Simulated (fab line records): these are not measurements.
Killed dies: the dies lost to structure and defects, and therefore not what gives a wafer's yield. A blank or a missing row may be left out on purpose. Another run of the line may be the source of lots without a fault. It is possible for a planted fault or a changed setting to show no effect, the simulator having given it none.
fab line records ; flow sky130
[record] lots = 13; wafers = 39; last-day = 50
route steps=708 shown VIA3@594 PAD_OPEN@708
lots that met no fault: from a run of the same line without faults
start-h: the number of hours between the record's first day and the start of the first shown wafer of the lot ; wait-h: time in hours since the lot's previous step ; " as in the row above ; L1.1+2: several wafers, shown together as one row ; - either no value or no given start ; * or withheld: withheld ; < > ~ a bound
route shown NAME@n: NAME is a module with steps in the file, n the number in the route of the first one ; usual: mean and standard deviation over wafers with no fault ; same: alike in all rows ; chamber/n: place in a boat ; sites: each site's reading ; _std_site: the standard deviation of these ; _edge_site: mean of outer sites minus mean of inner sites ; radius-mm: how far each site lies from the wafer's centre ; mask NAME#n: copy n ; behind: the last tool/chamber to shape the wafer ; hold: what put the lot on hold/how long, in hours/how the hold closed ; device: which transistor (n, p or np) failed to switch ; end of line: tests run on the same wafers once the route is complete ; where a step has no rows: the recipe by itself ; killed: the dies lost at the first sort to structure and to defects; this is not the yield of the wafer ; map: dies across one wafer; x = killed, . = not, _ = none there
set.NAME: the setting the step ran with; set.NAME@STEP: the setting that earlier step ran with ; model.NAME: the simulator's own value behind a step, which no gauge read
a sample of lots followed through the steps of the route, with each step as a table and each wafer as a row
services: a tool's chamber out of use, with start hour (start-h, from the record's first day; less than 0 if before it), hours out, and reason
[[steps]]
[step SKY_VIA3_CVD_21]
[recipe] material = W; target-thk-nm = 390; time-s = 117.31; temp-c = 400; pressure-torr = 40
[usual] heater-power-w = 831/19
lot.wafer;tool;chamber;start-h;wait-h;heater-power-w
L133.2;cvd-w-01;0;921.81;0.0;834
L133.4;cvd-w-01;0;921.81;0.0;832
L133.5;cvd-w-01;1;921.81;0.0;819
L134.1;cvd-w-02;1;933.87;0.0;857
L134.3;cvd-w-02;1;933.87;0.0;849
L134.6;cvd-w-02;0;933.87;0.0;843
L135.1;cvd-w-01;0;939.80;0.0;821
L135.3;cvd-w-01;1;939.80;0.0;785
L135.6;cvd-w-01;1;939.80;0.0;800
L136.1;cvd-w-01;1;940.15;0.0;811
L136.5;cvd-w-01;1;940.15;0.0;800
L136.6;cvd-w-01;0;940.15;0.0;848
L137.4;cvd-w-01;1;950.49;0.1;802
L137.5;cvd-w-01;0;950.49;0.1;813
L137.6;cvd-w-01;1;950.49;0.1;824
L139.1;cvd-w-02;1;979.55;0.0;840
L139.4;cvd-w-02;0;979.55;0.0;845
L139.5;cvd-w-02;1;979.55;0.0;829
L140.1;cvd-w-01;0;983.42;0.0;842
L140.2;cvd-w-01;1;983.42;0.0;826
L140.3;cvd-w-01;0;983.42;0.0;828
L138.1;cvd-w-01;0;985.16;0.0;839
L138.3;cvd-w-01;0;985.16;0.0;829
L138.5;cvd-w-01;1;985.16;0.0;805
L144.1;cvd-w-01;0;1002.10;0.0;823
L144.2;cvd-w-01;1;1002.10;0.0;799
L144.3;cvd-w-01;1;1002.10;0.0;805
L146.2;cvd-w-02;1;1014.83;0.1;863
L146.3;cvd-w-02;0;1014.83;0.1;831
L146.5;cvd-w-02;0;1014.83;0.1;847
L148.2;cvd-w-02;1;1035.44;0.0;865
L148.3;cvd-w-02;0;1035.44;0.0;827
L148.4;cvd-w-02;1;1035.44;0.0;875
L153.1;cvd-w-01;1;1059.93;0.0;804
L153.2;cvd-w-01;0;1059.93;0.0;827
L153.6;cvd-w-01;1;1059.93;0.0;845
L156.2;cvd-w-01;1;1080.72;0.0;824
L156.3;cvd-w-01;1;1080.72;0.0;806
L156.5;cvd-w-01;0;1080.72;0.0;843
[step SKY_PAD_OPEN_PROBE_99]
[usual] defect-limited-yield = 82.5/1.9; killed_at_M0_to_M3 = 44/6.4; killed_at_M4_up = 3.4/2.1; killed-at-contacts = 23/5; killed-at-front-end = 15/4.5; killed-at-other = 0.3/0.54; killed-dies = 86/9.5; killed-open = 48/6.9; killed-short = 38/5.9; sort_bin_3_pad_short = 0.8/0.44; sort_bin_5_function = 10.5/1.6; sort_bin_6_memory = 6.1/1.1; sort-n-pass = 406/9.5; sort-yield-pct = 82.5/1.9
[same] gross-dies = 492; killed-at-back-side = 0; sort_bin_4_leakage[%] = 0; sort_bin_8_speed[%] = 0
lot.wafer;tool;chamber;start-h;wait-h;defect-limited-yield[%];killed_at_M0_to_M3;killed_at_M4_up;killed-at-contacts;killed-at-front-end;killed-at-other;killed-dies;killed-open;killed-short;sort_bin_3_pad_short[%];sort_bin_5_function[%];sort_bin_6_memory[%];sort-n-pass;sort-yield-pct[%]
L146.2;prober-02;-;1147.63;0.1;74.2;95;5;21;6;0;127;46;28;5.3;15.2;5.3;365;74.2
L146.3;prober-02;-;1147.68;0.2;78.9;50;4;24;26;0;104;59;44;1.6;12.2;7.3;388;78.9
L146.5;prober-02;-;1147.78;0.2;79.9;51;6;28;14;0;99;59;38;1.0;13.8;5.3;393;79.9
L148.2;prober-01;-;1162.75;0.1;72.6;91;5;24;15;0;135;47;34;3.5;17.7;6.3;357;72.6
L148.3;prober-01;-;1162.80;0.2;80.7;48;0;28;19;0;95;50;43;0.4;11.2;7.7;397;80.7
L148.4;prober-01;-;1162.85;0.2;72.2;98;5;20;14;0;137;45;38;4.3;15.2;8.3;355;72.2
// killed by level:class
L146.2 VIA3:unspecified=53 VIA1:geometric-particle:open=14 CONTACT:geometric-particle:open=7 LI_CONTACT:geometric-particle:open=6 VIA1:geometric-particle:short=5 VIA2:geometric-particle:open=5 VIA3:geometric-particle:open=5 FIELD_ISO:geometric-particle:open=4
L146.3 VIA1:geometric-particle:open=16 CONTACT:geometric-particle:open=12 FIELD_ISO:geometric-particle:short=9 CONTACT:geometric-particle:short=8 VIA1:geometric-particle:short=7 VIA3:geometric-particle:open=7 POLY_GATE:geometric-particle:short=6 VIA2:geometric-particle:open=5
L146.5 CONTACT:geometric-particle:open=15 VIA1:geometric-particle:open=15 VIA2:geometric-particle:open=10 METAL2:geometric-particle:short=6 METAL4:geometric-particle:short=5 METAL1:geometric-particle:short=4 LI_CONTACT:geometric-particle:open=3 LOCAL_INTERCONNECT:geometric-particle:short=3
L148.2 VIA3:unspecified=54 VIA3:geometric-particle:open=12 LI_CONTACT:geometric-particle:open=8 POLY_GATE:geometric-particle:open=6 CONTACT:geometric-particle:open=5 METAL3:geometric-particle:short=5 LOCAL_INTERCONNECT:geometric-particle:short=4 CONTACT:geometric-particle:short=4
L148.3 VIA1:geometric-particle:open=11 CONTACT:geometric-particle:open=8 LOCAL_INTERCONNECT:geometric-particle:short=7 CONTACT:geometric-particle:short=6 VIA3:geometric-particle:open=6 VIA2:geometric-particle:open=6 METAL2:geometric-particle:short=6 FIELD_ISO:geometric-particle:open=5
L148.4 VIA3:unspecified=54 CONTACT:geometric-particle:open=9 VIA2:geometric-particle:open=8 VIA1:geometric-particle:open=7 FIELD_ISO:geometric-particle:open=4 LI_CONTACT:geometric-particle:short=4 METAL1:geometric-particle:open=4 METAL1:geometric-particle:short=4
[[services]]
tool;chamber;start-h;hours;kind
cvd-w-02;-;904.00;14.0;pm
cvd-w-02;0;904.00;14.0;vent-cycle
cvd-w-02;1;904.00;14.0;vent-cycle
cvd-w-02;0;918.00;-;clean
cvd-w-02;1;918.00;-;clean
cvd-w-01;-;1013.81;6.3;repair
cvd-w-02;1;1073.38;10.2;repair
[[key]]
[first-sign] step = SKY_PAD_OPEN_PROBE_99; reading = killed_at_M0_to_M3; direction = up; sigmas = 8; usual = 44; struck = 95
[effect] step = SKY_PAD_OPEN_PROBE_99; reading = sort_bin_3_pad_short; direction = up; sigmas = 7.9; usual = 0.8; struck = 4.3
met-at SKY_VIA3_CVD_21
struck-lots L146,L148
struck-wafers L146.2,L148.2,L148.4
onset-between 979.55 1014.83
[fault] kind = chamber-particle-source; tool = cvd-w-02; chamber = 1; onset-h = 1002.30; steps = SKY_VIA3_CVD_21; rate-per-visit-cm2 = 1.8406; end-h = 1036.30
